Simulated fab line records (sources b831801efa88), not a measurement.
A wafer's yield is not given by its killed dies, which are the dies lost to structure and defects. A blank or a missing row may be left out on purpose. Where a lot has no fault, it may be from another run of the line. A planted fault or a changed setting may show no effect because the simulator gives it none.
fab line records    flow sky130    part 1 of 2: steps 1 to 27 of 38
record lots=5  wafers=15  lastDay=50
route steps=708 shown LOCAL_INTERCONNECT@398 CONTACT@406 METAL1@434
lots that met no fault: from a run of the same line without faults
startH: hours from the record's first day to the start of the lot's first wafer shown    waitH: hours elapsed since this lot's preceding step    " unchanged from the row above    L1.1+2: a single row standing in for several wafers    - no value, or no start was given    * or withheld: withheld    < > ~ a bound
route shown NAME@n: a module of which the file shows steps, and the number in the route of the first    usual: average and standard deviation across the fault-free wafers    same: alike in all rows    chamber/n: place in a boat    sites: readings site by site    _std_site: standard deviation of those values    _edge_site: mean of outer sites minus mean of inner sites    radiusMm: how far each site lies from the wafer's centre    mask NAME#n: copy n    behind: the most recent tool/chamber to have shaped the wafer    hold: what put the lot on hold/how long, in hours/how the hold closed    device: whichever transistor did not switch (one of n, p or np)    end of line: the same wafers' tests at the end of the route    where a step has no rows: the recipe by itself    killed: dies lost to structure and defects at the first sort, not the wafer's yield    map: per-die view of a wafer (x killed, . not killed, _ where there is no die)
set.NAME: setting as actually run; set.NAME@STEP: the setting as run at that earlier step    model.NAME: the simulator's own value behind a step, which no gauge read
lots at some steps of the route; a table a step, a row a wafer
services: when a tool's chamber went out of use (startH, in hours from the record's first day, below 0 if earlier), for how many hours, and the reason
## steps
# step SKY_LOCAL_INTERCONNECT_CD_MEAS_11
# recipe targetCdNm=170
# usual cdNm=169.7/1.7
lot.wafer  tool      chamber  startH  waitH  cdNm
L077.2     cdSem-02  -        731.70  -      169.8
L077.3     "         -        "       "      169.5
L077.5     "         -        "       "      167.8
L082.2     cdSem-01  -        774.99  -      169.7
L082.3     "         -        "       "      171.8
L082.4     "         -        "       "      171.3
L087.3     cdSem-02  -        813.51  -      169.2
L087.4     "         -        "       "      166.9
L087.5     "         -        "       "      170.7
L088.1     cdSem-01  -        829.87  -      171.3
L088.3     "         -        "       "      170.8
L088.4     "         -        "       "      171.8
L094.2     cdSem-01  -        871.29  -      166.2
L094.4     "         -        "       "      165.4
L094.5     "         -        "       "      165.7
# step SKY_LOCAL_INTERCONNECT_OVL_MEAS_12
# usual LOCAL_INTERCONNECT_OVL=3/5.6
lot.wafer  tool        chamber  startH  waitH  LOCAL_INTERCONNECT_OVL[nm]
L077.2     overlay-02  -        731.81  0.1    1
L077.3     "           -        "       "      4
L077.5     "           -        "       "      1
L082.2     overlay-02  -        775.09  0.1    -1
L082.3     "           -        "       "      -2
L082.4     "           -        "       "      -5
L087.3     overlay-02  -        813.61  0.1    7
L087.4     "           -        "       "      -3
L087.5     "           -        "       "      6
L088.1     overlay-01  -        829.99  0.1    9
L088.3     "           -        "       "      10
L088.4     "           -        "       "      9
L094.2     overlay-01  -        871.40  0.1    -10
L094.4     "           -        "       "      -7
L094.5     "           -        "       "      -3
# step SKY_LOCAL_INTERCONNECT_ETCH_13
# recipe chemistry=N2/H2  target=BARC  ionEnergyEv=200  biasW=100  pressureMtorr=30  n2FlowSccm=100  h2FlowSccm=200  icpW=500  stopOn=SiO2  timeS=45.9  targetDepthA=600
# usual drypumpMotorCurrentA=5.9/0.52  oesProductAu=0.854/0.0046  throttleValvePct=13.224/0.0089
lot.wafer  tool         chamber  startH  waitH  drypumpMotorCurrentA  oesProductAu  rfHoursCounterH  throttleValvePct
L077.2     rieMetal-03  0        731.86  0.0    5.1                   0.859         -                13.205
L077.3     "            0        "       "      5.1                   0.856         -                13.221
L077.5     "            0        "       "      5.1                   0.859         -                13.238
L082.2     rieMetal-03  0        775.12  0.0    5.1                   0.857         6                13.233
L082.3     "            1        "       "      5.9                   0.851         -                13.233
L082.4     "            0        "       "      5.1                   0.854         -                13.234
L087.3     rieMetal-01  0        813.65  0.0    5.9                   0.852         -                13.226
L087.4     "            1        "       "      5.7                   0.850         -                13.236
L087.5     "            0        "       "      5.9                   0.849         -                13.237
L088.1     rieMetal-01  1        830.02  0.0    5.7                   0.858         15               13.224
L088.3     "            1        "       "      5.7                   0.851         -                13.216
L088.4     "            0        "       "      5.9                   0.854         -                13.223
L094.2     rieMetal-02  0        871.43  0.0    6.7                   0.859         7                13.221
L094.4     "            1        "       "      5.8                   0.853         -                13.229
L094.5     "            1        "       "      5.8                   0.864         -                13.217
# step SKY_LOCAL_INTERCONNECT_METAL_ETCH_14
# recipe targetDepthNm=110  stopOn=PSG  chemistry=Cl2/BCl3  target=TiN  resistSidewallDeg=88  pressureMtorr=10  icpW=900  biasW=48.5  Cl2_flow_sccm=60  bcl3FlowSccm=30  timeS=31.4
# usual drypumpMotorCurrentA=5.9/0.53  oesProductAu=0.963/0.0069  throttleValvePct=21.887/0.0096
lot.wafer  tool         chamber  startH  waitH  drypumpMotorCurrentA  oesProductAu  rfHoursCounterH  throttleValvePct
L077.2     rieMetal-03  0        731.98  0.1    5.1                   0.962         -                21.892
L077.3     "            0        "       "      5.1                   0.954         -                21.888
L077.5     "            0        "       "      5.0                   0.965         -                21.898
L082.2     rieMetal-03  0        775.19  0.0    5.1                   0.971         6                21.869
L082.3     "            1        "       "      6.0                   0.960         -                21.885
L082.4     "            0        "       "      5.1                   0.966         -                21.886
L087.3     rieMetal-01  0        813.71  0.0    5.9                   0.958         -                21.892
L087.4     "            1        "       "      5.7                   0.955         -                21.896
L087.5     "            0        "       "      5.9                   0.954         -                21.890
L088.1     rieMetal-01  1        830.09  0.0    5.7                   0.963         15               21.893
L088.3     "            1        "       "      5.7                   0.965         -                21.913
L088.4     "            0        "       "      5.9                   0.958         -                21.890
L094.2     rieMetal-02  0        871.49  0.0    6.8                   0.961         7                21.898
L094.4     "            1        "       "      5.8                   0.958         -                21.883
L094.5     "            1        "       "      5.8                   0.953         -                21.898
# step SKY_LOCAL_INTERCONNECT_STRIP_15
# recipe chemistry=O2/N2  powerW=1400  pressureMtorr=1500  platenTempC=withheld  o2FlowSccm=3000  n2FlowSccm=300  overashFraction=0.5
# usual drypumpMotorCurrentA=5.5/0.53  oesProductAu=0.427/0.0047  stripTimeToEndpointS=4.719/0.025
lot.wafer  tool            chamber  startH  waitH  drypumpMotorCurrentA  oesProductAu  rfHoursCounterH  stripTimeToEndpointS
L077.2     plasmaAsher-04  0        732.07  0.1    5.6                   0.430         89               4.729
L077.3     "               0        "       "      5.6                   0.425         -                4.733
L077.5     "               0        "       "      5.6                   0.426         -                4.721
L082.2     plasmaAsher-04  1        775.24  0.0    5.2                   0.430         94               4.770
L082.3     "               1        "       "      5.2                   0.426         -                4.724
L082.4     "               0        "       "      5.6                   0.430         -                4.758
L087.3     plasmaAsher-04  0        813.78  0.1    5.6                   0.425         -                4.719
L087.4     "               1        "       "      5.2                   0.427         -                4.718
L087.5     "               1        "       "      5.2                   0.424         -                4.722
L088.1     plasmaAsher-04  0        830.14  0.0    5.6                   0.422         99               4.729
L088.3     "               1        "       "      5.2                   0.420         -                4.726
L088.4     "               0        "       "      5.6                   0.418         -                4.704
L094.2     plasmaAsher-04  0        871.54  0.0    5.6                   0.432         103              4.738
L094.4     "               0        "       "      5.6                   0.426         -                4.728
L094.5     "               1        "       "      5.1                   0.421         -                4.731
# step SKY_LOCAL_INTERCONNECT_STRIP_16
# recipe chemistry=postEtchResidueRemover  timeS=1200  tempC=72.5
lot.wafer   tool         chamber  startH  waitH
L077.2+3+5  wetBench-03  1        732.17  0.1
L082.2+3+4  wetBench-03  3        775.34  0.1
L087.3+4+5  wetBench-02  2        813.84  0.0
L088.1+3+4  wetBench-03  0        830.24  0.1
L094.2+4+5  wetBench-02  3        871.69  0.1
# step SKY_LOCAL_INTERCONNECT_CLEAN_17
# recipe chemistry=IPA  timeS=180  tempC=25
lot.wafer   tool         chamber  startH  waitH
L077.2+3+5  wetBench-04  3        732.51  0.0
L082.2+3+4  wetBench-02  1        775.68  0.0
L087.3+4+5  wetBench-04  2        814.22  0.0
L088.1+3+4  wetBench-02  0        830.58  0.0
L094.2+4+5  wetBench-04  0        872.03  0.0
# step SKY_LOCAL_INTERCONNECT_CLEAN_18
# recipe chemistry=O3/DIW  dry=n2Spin
lot.wafer   tool         chamber  startH  waitH
L077.2+3+5  wetBench-02  3        732.57  0.0
L082.2+3+4  wetBench-03  0        775.74  0.0
L087.3+4+5  wetBench-02  3        814.28  0.0
L088.1+3+4  wetBench-04  3        830.64  0.0
L094.2+4+5  wetBench-02  3        872.09  0.0
# step SKY_CONTACT_CVD_00
# recipe material=Si3N4  targetThkNm=75  tempC=400  timeS=withheld  rfW=450
# usual heaterPowerW=706/71
lot.wafer  tool      chamber  startH  waitH  heaterPowerW
L077.2     pecvd-03  1        732.66  0.0    838
L077.3     "         2        "       "      758
L077.5     "         2        "       "      745
L082.2     pecvd-03  1        775.83  0.0    726
L082.3     "         2        "       "      639
L082.4     "         1        "       "      704
L087.3     pecvd-03  0        814.38  0.0    794
L087.4     "         1        "       "      781
L087.5     "         0        "       "      775
L088.1     pecvd-04  1        830.76  0.0    671
L088.3     "         2        "       "      783
L088.4     "         1        "       "      666
L094.2     pecvd-04  1        872.18  0.0    702
L094.4     "         1        "       "      710
L094.5     "         2        "       "      741
# step SKY_CONTACT_THK_MEAS_01
# recipe reads=Si3N4_of_CONTACT_CVD_00
# usual CONTACT_CVD_00_THK=75.0/0.84
lot.wafer  tool          chamber  startH  waitH  CONTACT_CVD_00_THK[nm]
L077.2     filmMetro-02  -        732.72  -      75.4
L077.3     "             -        "       "      77.2
L077.5     "             -        "       "      76.5
L082.2     filmMetro-02  -        775.87  -      74.6
L082.3     "             -        "       "      75.9
L082.4     "             -        "       "      75.6
L087.3     filmMetro-02  -        814.43  -      74.0
L087.4     "             -        "       "      75.3
L087.5     "             -        "       "      74.9
L088.1     filmMetro-01  -        830.80  -      73.9
L088.3     "             -        "       "      74.3
L088.4     "             -        "       "      75.6
L094.2     filmMetro-01  -        872.23  -      74.8
L094.4     "             -        "       "      74.8
L094.5     "             -        "       "      75.6
# step SKY_CONTACT_HDPCVD_02
# recipe material=SiO2  targetThkNm=565  sigmaOpenFrac=0.3  timeS=94.2  tempC=600  sih4FlowSccm=60  pressureMtorr=6
lot.wafer   tool       chamber  startH  waitH
L077.2+3+5  hdpcvd-02  2,1,2    732.77  0.0
L082.2+3+4  hdpcvd-02  2,1,0    775.92  0.0
L087.3+4+5  hdpcvd-02  0,0,1    814.47  0.0
L088.1+3+4  hdpcvd-01  0,1,2    830.86  0.1
L094.2+4+5  hdpcvd-02  2,0,1    872.28  0.0
# step SKY_CONTACT_THK_MEAS_03
# recipe reads=SiO2_of_CONTACT_HDPCVD_02
# usual CONTACT_HDPCVD_THK=562/6.8
lot.wafer  tool          chamber  startH  waitH  CONTACT_HDPCVD_THK[nm]
L077.2     filmMetro-04  -        732.85  0.0    569
L077.3     "             -        "       "      564
L077.5     "             -        "       "      563
L082.2     filmMetro-04  -        776.00  0.0    560
L082.3     "             -        "       "      560
L082.4     "             -        "       "      556
L087.3     filmMetro-01  -        814.56  0.1    558
L087.4     "             -        "       "      569
L087.5     "             -        "       "      561
L088.1     filmMetro-04  -        830.93  0.0    569
L088.3     "             -        "       "      563
L088.4     "             -        "       "      567
L094.2     filmMetro-02  -        872.36  0.0    559
L094.4     "             -        "       "      564
L094.5     "             -        "       "      570
# step SKY_CONTACT_CMP_04
# recipe material=SiO2  downForcePsi=4  platenRpm=60  padVelocityMS=0.94248
# usual motorCurrentA=12.5/1.1  slurryFilterDpKPa=13.51/0.14  slurryFlowMlMin=150.0/0.41  timeToEndpointS=80/4.8
lot.wafer  tool    chamber  startH  waitH  motorCurrentA  slurryFilterDpKPa  slurryFlowMlMin  timeToEndpointS
L077.3     cmp-02  0        732.90  0.0    11.6           13.79              149.8            91
L077.2     "       2        "       "      11.5           13.51              150.3            84
L077.5     "       1        "       "      13.6           13.42              150.0            83
L082.4     cmp-01  2        776.10  0.1    14.1           13.47              150.6            76
L082.2     "       3        "       "      12.1           13.15              149.4            78
L082.3     "       0        "       "      13.1           13.70              149.3            77
L087.4     cmp-02  3        814.65  0.1    10.2           13.40              149.9            83
L087.3     "       1        "       "      13.7           13.41              150.3            76
L087.5     "       3        "       "      10.0           13.50              150.1            82
L088.3     cmp-01  3        830.99  0.0    12.1           13.57              150.3            81
L088.1     "       0        "       "      12.6           13.16              149.9            81
L088.4     "       1        "       "      12.0           13.51              150.2            86
L094.2     cmp-02  1        872.46  0.1    14.4           13.44              150.3            79
L094.4     "       2        "       "      12.3           13.48              149.7            78
L094.5     "       1        "       "      14.1           13.57              149.6            84
# step SKY_CONTACT_BOW_MEAS_05
# recipe mode=bow
# usual CONTACT_BOW=81/6.5
lot.wafer  tool          chamber  startH  waitH  CONTACT_BOW[um]
L077.2     filmMetro-04  -        733.22  0.2    94
L077.3     "             -        "       "      76
L077.5     "             -        "       "      87
L082.2     filmMetro-02  -        776.37  0.2    79
L082.3     "             -        "       "      76
L082.4     "             -        "       "      77
L087.3     filmMetro-04  -        814.94  0.1    80
L087.4     "             -        "       "      79
L087.5     "             -        "       "      75
L088.1     filmMetro-02  -        831.29  0.2    75
L088.3     "             -        "       "      86
L088.4     "             -        "       "      72
L094.2     filmMetro-02  -        872.73  0.2    80
L094.4     "             -        "       "      79
L094.5     "             -        "       "      77
# step SKY_CONTACT_DEHYDRATE_06
# recipe tempC=200  timeS=60
lot.wafer   tool           chamber  startH  waitH
L077.2+3+5  lithoTrack-04  0        745.14  11.9
L082.2+3+4  lithoTrack-03  0        789.39  13.0
L087.3+4+5  lithoTrack-04  0        826.37  11.4
L088.1+3+4  lithoTrack-04  0        844.37  13.1
L094.2+4+5  lithoTrack-03  0        884.84  12.1
# step SKY_CONTACT_HMDS_07
# recipe primeTimeS=60  primeTempC=120
lot.wafer   tool           chamber  startH  waitH
L077.2+3+5  lithoTrack-04  0        745.29  0.1
L082.2+3+4  lithoTrack-03  0        789.54  0.1
L087.3+4+5  lithoTrack-04  0        826.52  0.1
L088.1+3+4  lithoTrack-04  0        844.52  0.1
L094.2+4+5  lithoTrack-03  0        884.99  0.1
# step SKY_CONTACT_COAT_08
# recipe resist=BARC  tempC=withheld  timeS=withheld  spinRpm=3000  resistThkNm=60
lot.wafer   tool           chamber  startH  waitH
L077.2+3+5  lithoTrack-04  0        745.44  0.1
L082.2+3+4  lithoTrack-03  0        789.69  0.1
L087.3+4+5  lithoTrack-04  0        826.67  0.1
L088.1+3+4  lithoTrack-04  0        844.67  0.1
L094.2+4+5  lithoTrack-03  0        885.14  0.1
# step SKY_CONTACT_COAT_09
# recipe resist=KrF-thick  spinRpm=3000  resistThkNm=450
lot.wafer   tool           chamber  startH  waitH
L077.2+3+5  lithoTrack-04  0        -       -
L082.2+3+4  lithoTrack-03  0        -       -
L087.3+4+5  lithoTrack-04  0        -       -
L088.1+3+4  lithoTrack-04  0        -       -
L094.2+4+5  lithoTrack-03  0        -       -
# step SKY_CONTACT_SOFTBAKE_10
# recipe tempC=100  timeS=90  resist=KrF-thick
lot.wafer   tool           chamber  startH  waitH
L077.2+3+5  lithoTrack-04  0        -       -
L082.2+3+4  lithoTrack-03  0        -       -
L087.3+4+5  lithoTrack-04  0        -       -
L088.1+3+4  lithoTrack-04  0        -       -
L094.2+4+5  lithoTrack-03  0        -       -
# step SKY_CONTACT_EXPOSE_11
# recipe maskId=CTM1  na=0.8  sourceShape=annular  sigmaInner=0.55  sigmaOuter=0.85  targetCdNm=170  doseMj=38
# same sigmaInner=0.55
lot.wafer   tool           chamber  startH  waitH  mask
L077.2+3+5  krfScanner-01  0        -       -      CTM1#0
L082.2+3+4  krfScanner-02  0        -       -      CTM1#0
L087.3+4+5  krfScanner-02  0        -       -      CTM1#0
L088.1+3+4  krfScanner-02  0        -       -      CTM1#0
L094.2+4+5  krfScanner-01  0        -       -      CTM1#0
# step SKY_CONTACT_PEB_12
# recipe pebTempC=withheld  pebTimeS=withheld  resist=KrF-thick
lot.wafer   tool           chamber  startH  waitH
L077.2+3+5  lithoTrack-02  0        -       -
L082.2+3+4  lithoTrack-03  0        -       -
L087.3+4+5  lithoTrack-04  0        -       -
L088.1+3+4  lithoTrack-04  0        -       -
L094.2+4+5  lithoTrack-04  0        -       -
# step SKY_CONTACT_DEVELOP_13
# recipe developTimeS=58.78  resist=KrF-thick  devTempC=21
# usual developerTempC=21.01/0.11
lot.wafer  tool           chamber  startH  waitH  developerTempC
L077.2     lithoTrack-02  0        -       -      21.14
L077.3     "              0        "       "      21.08
L077.5     "              0        "       "      21.08
L082.2     lithoTrack-03  0        -       -      21.07
L082.3     "              0        "       "      21.12
L082.4     "              0        "       "      21.08
L087.3     lithoTrack-04  0        -       -      21.07
L087.4     "              0        "       "      20.99
L087.5     "              0        "       "      21.12
L088.1     lithoTrack-04  0        -       -      20.91
L088.3     "              0        "       "      20.91
L088.4     "              0        "       "      20.83
L094.2     lithoTrack-04  0        -       -      21.02
L094.4     "              0        "       "      21.07
L094.5     "              0        "       "      21.14
# step SKY_CONTACT_CD_MEAS_14
# recipe targetCdNm=170
# usual cdNm=169.6/1.6
lot.wafer  tool      chamber  startH  waitH  cdNm
L077.2     cdSem-02  -        760.89  -      168.5
L077.3     "         -        "       "      168.9
L077.5     "         -        "       "      169.9
L082.2     cdSem-01  -        803.14  -      168.0
L082.3     "         -        "       "      169.0
L082.4     "         -        "       "      168.6
L087.3     cdSem-01  -        841.36  -      170.5
L087.4     "         -        "       "      170.6
L087.5     "         -        "       "      170.4
L088.1     cdSem-02  -        856.82  -      167.3
L088.3     "         -        "       "      168.7
L088.4     "         -        "       "      169.7
L094.2     cdSem-02  -        897.44  -      170.1
L094.4     "         -        "       "      170.3
L094.5     "         -        "       "      171.0
# step SKY_CONTACT_OVL_MEAS_15
# usual CONTACT_OVL=-1/6
lot.wafer  tool        chamber  startH  waitH  CONTACT_OVL[nm]
L077.2     overlay-02  -        761.00  0.1    13
L077.3     "           -        "       "      11
L077.5     "           -        "       "      6
L082.2     overlay-01  -        803.24  0.1    -3
L082.3     "           -        "       "      -5
L082.4     "           -        "       "      -12
L087.3     overlay-01  -        841.45  0.1    -7
L087.4     "           -        "       "      -7
L087.5     "           -        "       "      0
L088.1     overlay-02  -        856.94  0.1    -5
L088.3     "           -        "       "      -5
L088.4     "           -        "       "      1
L094.2     overlay-02  -        897.55  0.1    2
L094.4     "           -        "       "      5
L094.5     "           -        "       "      8
# step SKY_CONTACT_ETCH_16
# recipe chemistry=N2/H2  target=BARC  ionEnergyEv=200  sourceW=500  biasW=100  pressureMtorr=30  n2FlowSccm=100  h2FlowSccm=200  stopOn=SiO2  timeS=45.9  targetDepthA=600
# usual drypumpMotorCurrentA=5.4/0.35  oesProductAu=0.854/0.0046  throttleValvePct=13.225/0.0098
lot.wafer  tool        chamber  startH  waitH  drypumpMotorCurrentA  oesProductAu  rfHoursCounterH  throttleValvePct
L077.2     rieDiel-04  3        761.03  0.0    5.8                   0.850         4                13.222
L077.3     "           2        "       "      5.1                   0.853         10               13.206
L077.5     "           2        "       "      5.1                   0.847         -                13.213
L082.2     rieDiel-04  0        803.27  0.0    5.5                   0.854         2                13.230
L082.3     "           1        "       "      5.7                   0.851         8                13.219
L082.4     "           2        "       "      5.1                   0.850         11               13.207
L087.3     rieDiel-03  0        841.48  0.0    4.9                   0.851         6                13.240
L087.4     "           3        "       "      5.9                   0.857         15               13.239
L087.5     "           0        "       "      4.9                   0.858         -                13.228
L088.1     rieDiel-02  0        856.98  0.0    5.6                   0.862         22               13.208
L088.3     "           2        "       "      5.5                   0.855         9                13.222
L088.4     "           1        "       "      5.9                   0.857         -                13.225
L094.2     rieDiel-03  0        897.58  0.0    4.9                   0.852         8                13.221
L094.4     "           1        "       "      5.0                   0.858         24               13.218
L094.5     "           2        "       "      5.5                   0.856         -                13.224
# step SKY_CONTACT_ETCH_17
# recipe target=SiO2  chemistry=C4F8/O2/Ar  stopOn=Si3N4  maskMaterial=KrF-thick  sourceW=1500  biasW=1200  pressureMtorr=40  c4f8FlowSccm=withheld  O2_flow_sccm=6  Ar_flow_sccm=300  timeS=withheld  targetDepthA=3400
# usual oesProductAu=0.891/0.005
lot.wafer  tool        chamber  startH  waitH  oesProductAu
L077.2     rieDiel-04  3        761.07  0.0    0.893
L077.3     "           2        "       "      0.888
L077.5     "           2        "       "      0.884
L082.2     rieDiel-04  0        803.32  0.0    0.892
L082.3     "           1        "       "      0.892
L082.4     "           2        "       "      0.896
L087.3     rieDiel-03  0        841.52  0.0    0.887
L087.4     "           3        "       "      0.894
L087.5     "           0        "       "      0.890
L088.1     rieDiel-02  0        857.02  0.0    0.890
L088.3     "           2        "       "      0.888
L088.4     "           1        "       "      0.894
L094.2     rieDiel-03  0        897.62  0.0    0.890
L094.4     "           1        "       "      0.886
L094.5     "           2        "       "      0.888
# step SKY_CONTACT_ETCH_18
# recipe target=Si3N4  chemistry=CHF3/O2  stopOn=TiN  sourceW=600  biasW=200  pressureMtorr=40  chf3FlowSccm=50  O2_flow_sccm=5  timeS=39  targetDepthA=750
# usual drypumpMotorCurrentA=5.4/0.35  oesProductAu=0.854/0.0074  throttleValvePct=8.794/0.0087
lot.wafer  tool        chamber  startH  waitH  drypumpMotorCurrentA  oesProductAu  rfHoursCounterH  throttleValvePct
L077.2     rieDiel-04  3        -       -      5.8                   0.859         4                8.785
L077.3     "           2        "       "      5.0                   0.865         10               8.791
L077.5     "           2        "       "      5.0                   0.860         -                8.802
L082.2     rieDiel-04  0        -       -      5.5                   0.853         2                8.799
L082.3     "           1        "       "      5.7                   0.867         8                8.811
L082.4     "           2        "       "      5.1                   0.851         11               8.784
L087.3     rieDiel-03  0        -       -      4.9                   0.849         6                8.787
L087.4     "           3        "       "      5.9                   0.864         15               8.805
L087.5     "           0        "       "      4.9                   0.852         -                8.798
L088.1     rieDiel-02  0        -       -      5.6                   0.835         22               8.796
L088.3     "           2        "       "      5.6                   0.847         9                8.784
L088.4     "           1        "       "      5.9                   0.856         -                8.802
L094.2     rieDiel-03  0        -       -      4.9                   0.852         8                8.790
L094.4     "           1        "       "      5.0                   0.857         24               8.800
L094.5     "           2        "       "      5.5                   0.854         -                8.795
